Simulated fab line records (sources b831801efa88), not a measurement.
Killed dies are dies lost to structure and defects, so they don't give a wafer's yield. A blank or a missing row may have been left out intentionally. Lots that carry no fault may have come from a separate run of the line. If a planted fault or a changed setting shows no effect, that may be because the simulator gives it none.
Chamber matching || flow gf180mcu || 4 sister chambers for GF_STI_CMP_25 on cmp-02
The step polishes, stops on Si3N4, t overpolish 33 s, target thk 524.6 nm. 4 wafers are shown with their chamber, then 7 later ones without.

## WAFERS PAIRED WITH THEIR CHAMBERS
{"wafer": "L654.2", "chamber": 2, "motor_current_A (A)": 13.0}
{"wafer": "L662.2", "chamber": 1, "motor_current_A (A)": 13.3}
{"wafer": "L663.1", "chamber": 0, "motor_current_A (A)": 10.7}
{"wafer": "L663.5", "chamber": 3, "motor_current_A (A)": 12.0}

## WAFERS WHOSE CHAMBER IS MISSING
{"wafer": "L663.6", "motor_current_A (A)": 12.5}
{"wafer": "L664.1", "motor_current_A (A)": 13.5}
{"wafer": "L664.3", "motor_current_A (A)": 12.0}
{"wafer": "L664.6", "motor_current_A (A)": 12.9}
{"wafer": "L665.3", "motor_current_A (A)": 13.3}
{"wafer": "L665.5", "motor_current_A (A)": 11.7}
{"wafer": "L665.6", "motor_current_A (A)": 10.3}

## CHAMBER TAKEN BY EACH
{"wafer": "L663.6", "from the rows above": "can't be placed: 2 or 3 or 1", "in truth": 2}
{"wafer": "L664.1", "from the rows above": "can't be placed: 1 or 2", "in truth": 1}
{"wafer": "L664.3", "from the rows above": 3, "in truth": 3}
{"wafer": "L664.6", "from the rows above": "can't be placed: 2 or 1", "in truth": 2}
{"wafer": "L665.3", "from the rows above": "can't be placed: 1 or 2", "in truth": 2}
{"wafer": "L665.5", "from the rows above": 3, "in truth": 3}
{"wafer": "L665.6", "from the rows above": 0, "in truth": 0}
Correct placement for 3 of the 7. Cannot be placed on the basis of these rows: 4; the candidates contain the true chamber in 4. Wrongly placed: 0.
How it was worked out, from the rows above alone: a wafer's distance from a chamber is the root of the sum, over the readings, of the square of ((its reading less the chamber's mean) divided by the reading's scatter). If the next closest chamber is less than 2 further off than the closest, the wafer can't be placed; otherwise it belongs to the closest. Each chamber's mean is taken over the wafers shown for it. The scatter (one wafer shown for each chamber): square how far every hidden wafer sits from the nearest shown wafer, average those squares and take the square root.
